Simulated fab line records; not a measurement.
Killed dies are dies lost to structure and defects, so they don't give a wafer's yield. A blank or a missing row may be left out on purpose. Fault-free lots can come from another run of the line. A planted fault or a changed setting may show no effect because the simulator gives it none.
Chamber matching / flow gf180mcu / GF_SAB_ETCH_11 on rie diel-02 has 4 sister chambers
The step etches SiO2 in C4F8/O2/Ar, target depth 55 nm, time 8.5 s. 4 wafers are shown with their chamber, then 7 later ones without.

WAFERS WITH THEIR CHAMBER
wafer=L989.4; chamber=1; oes product au (a.u.)=1.003
wafer=L990.1; chamber=2; oes product au (a.u.)=1.000
wafer=L991.1; chamber=3; oes product au (a.u.)=1.005
wafer=L991.3; chamber=0; oes product au (a.u.)=1.005

WAFERS WITH NO CHAMBER GIVEN
wafer=L991.5; oes product au (a.u.)=1.006
wafer=L993.2; oes product au (a.u.)=1.007
wafer=L993.4; oes product au (a.u.)=0.989
wafer=L993.5; oes product au (a.u.)=1.003
wafer=L100.1; oes product au (a.u.)=1.008
wafer=L101.1; oes product au (a.u.)=1.000
wafer=L102.1; oes product au (a.u.)=1.002

EACH ONE'S CHAMBER
wafer=L991.5; from the rows above=can't be placed: 0 or 3 or 1 or 2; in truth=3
wafer=L993.2; from the rows above=can't be placed: 0 or 3 or 1 or 2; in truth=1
wafer=L993.4; from the rows above=can't be placed: 2 or 1 or 0 or 3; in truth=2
wafer=L993.5; from the rows above=can't be placed: 1 or 0 or 3 or 2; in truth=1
wafer=L100.1; from the rows above=can't be placed: 0 or 3 or 1 or 2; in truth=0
wafer=L101.1; from the rows above=can't be placed: 2 or 1 or 0 or 3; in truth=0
wafer=L102.1; from the rows above=can't be placed: 1 or 2 or 0 or 3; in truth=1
Placed correctly: 0 of 7. Cannot be placed on the basis of these rows: 7; the candidates contain the true chamber in 7. Number placed wrongly: 0.
How it was worked out, from the rows above alone: a wafer's distance from a chamber is the root of the sum, over the readings, of the square of ((its reading less the chamber's mean) divided by the reading's scatter). If the next closest chamber is less than 2 further off than the closest, the wafer can't be placed; otherwise it belongs to the closest. Each chamber's mean is taken over the wafers shown for it. The scatter: root of mean squared gap, hidden wafer to nearest shown wafer, with one shown wafer a chamber.
